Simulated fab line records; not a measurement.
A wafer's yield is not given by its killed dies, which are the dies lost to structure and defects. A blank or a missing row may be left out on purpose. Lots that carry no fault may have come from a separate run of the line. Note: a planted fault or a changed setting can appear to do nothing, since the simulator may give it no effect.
Matching of chambers / flow gf180mcu / rie_si-02 running GF_POLY_GATE_ETCH_13: 4 sister chambers
The step etches poly-Si in HBr/Cl2, stops on SiO2, target depth 198.5 nm, time 69.6 s. 14 wafers are shown with their chamber, then 7 later ones without.

WAFERS, EACH WITH ITS CHAMBER
wafer=L492.4; chamber=0; drypump_motor_current_A (A)=5.6; oes_product_au (a.u.)=0.990; throttle_valve_pct (%)=33.687
wafer=L492.5; chamber=2; drypump_motor_current_A (A)=6.2; oes_product_au (a.u.)=0.987; throttle_valve_pct (%)=33.670
wafer=L492.6; chamber=3; drypump_motor_current_A (A)=5.0; oes_product_au (a.u.)=0.998; throttle_valve_pct (%)=33.671
wafer=L494.3; chamber=0; drypump_motor_current_A (A)=5.6; oes_product_au (a.u.)=0.995; throttle_valve_pct (%)=33.677
wafer=L494.4; chamber=3; drypump_motor_current_A (A)=5.1; oes_product_au (a.u.)=0.996; throttle_valve_pct (%)=33.676
wafer=L494.5; chamber=2; drypump_motor_current_A (A)=6.2; oes_product_au (a.u.)=0.984; throttle_valve_pct (%)=33.680
wafer=L496.1; chamber=3; drypump_motor_current_A (A)=5.0; oes_product_au (a.u.)=0.990; throttle_valve_pct (%)=33.662
wafer=L496.4; chamber=1; drypump_motor_current_A (A)=5.8; oes_product_au (a.u.)=0.986; throttle_valve_pct (%)=33.687
wafer=L496.5; chamber=2; drypump_motor_current_A (A)=6.2; oes_product_au (a.u.)=0.981; throttle_valve_pct (%)=33.684
wafer=L501.4; chamber=3; drypump_motor_current_A (A)=5.0; oes_product_au (a.u.)=0.989; throttle_valve_pct (%)=33.671
wafer=L501.5; chamber=2; drypump_motor_current_A (A)=6.2; oes_product_au (a.u.)=0.991; throttle_valve_pct (%)=33.687
wafer=L501.6; chamber=1; drypump_motor_current_A (A)=5.8; oes_product_au (a.u.)=0.997; throttle_valve_pct (%)=33.680
wafer=L509.2; chamber=3; drypump_motor_current_A (A)=5.1; oes_product_au (a.u.)=0.994; throttle_valve_pct (%)=33.693
wafer=L509.5; chamber=0; drypump_motor_current_A (A)=5.5; oes_product_au (a.u.)=0.989; throttle_valve_pct (%)=33.670

SIGNATURES, as means of the wafers listed above
reading=drypump_motor_current_A; chamber 0=5.567; chamber 1=5.800; chamber 2=6.200; chamber 3=5.040; scatter within a chamber=0.0432
reading=oes_product_au; chamber 0=0.99133; chamber 1=0.99150; chamber 2=0.98575; chamber 3=0.99340; scatter within a chamber=0.00442
reading=throttle_valve_pct; chamber 0=33.67800; chamber 1=33.68350; chamber 2=33.68025; chamber 3=33.67460; scatter within a chamber=0.00928
Rule: distance of a wafer from a chamber = root of the sum over the readings of ((wafer's reading minus chamber's mean) / reading's scatter) squared. If the next closest chamber is less than 2 further off than the closest, the wafer can't be placed; otherwise it belongs to the closest. The scatter: take each reading less its chamber's mean, square it, sum over the shown wafers, divide by the number of wafers less the number of chambers, and take the root.

WAFERS WITHOUT THEIR CHAMBER
wafer=L509.6; drypump_motor_current_A (A)=5.0; oes_product_au (a.u.)=0.999; throttle_valve_pct (%)=33.684
wafer=L510.1; drypump_motor_current_A (A)=5.8; oes_product_au (a.u.)=0.980; throttle_valve_pct (%)=33.683
wafer=L510.3; drypump_motor_current_A (A)=6.2; oes_product_au (a.u.)=0.991; throttle_valve_pct (%)=33.697
wafer=L510.6; drypump_motor_current_A (A)=5.8; oes_product_au (a.u.)=0.994; throttle_valve_pct (%)=33.695
wafer=L511.2; drypump_motor_current_A (A)=6.2; oes_product_au (a.u.)=0.987; throttle_valve_pct (%)=33.694
wafer=L511.3; drypump_motor_current_A (A)=5.0; oes_product_au (a.u.)=0.996; throttle_valve_pct (%)=33.681
wafer=L511.6; drypump_motor_current_A (A)=5.0; oes_product_au (a.u.)=0.991; throttle_valve_pct (%)=33.680

EACH ONE'S CHAMBER
wafer=L509.6; from the rows above=3; in truth=3
wafer=L510.1; from the rows above=1; in truth=1
wafer=L510.3; from the rows above=2; in truth=2
wafer=L510.6; from the rows above=1; in truth=1
wafer=L511.2; from the rows above=2; in truth=2
wafer=L511.3; from the rows above=3; in truth=3
wafer=L511.6; from the rows above=3; in truth=3
7 of 7 placed correctly. Number that these rows cannot place: 0. Number placed wrongly: 0.
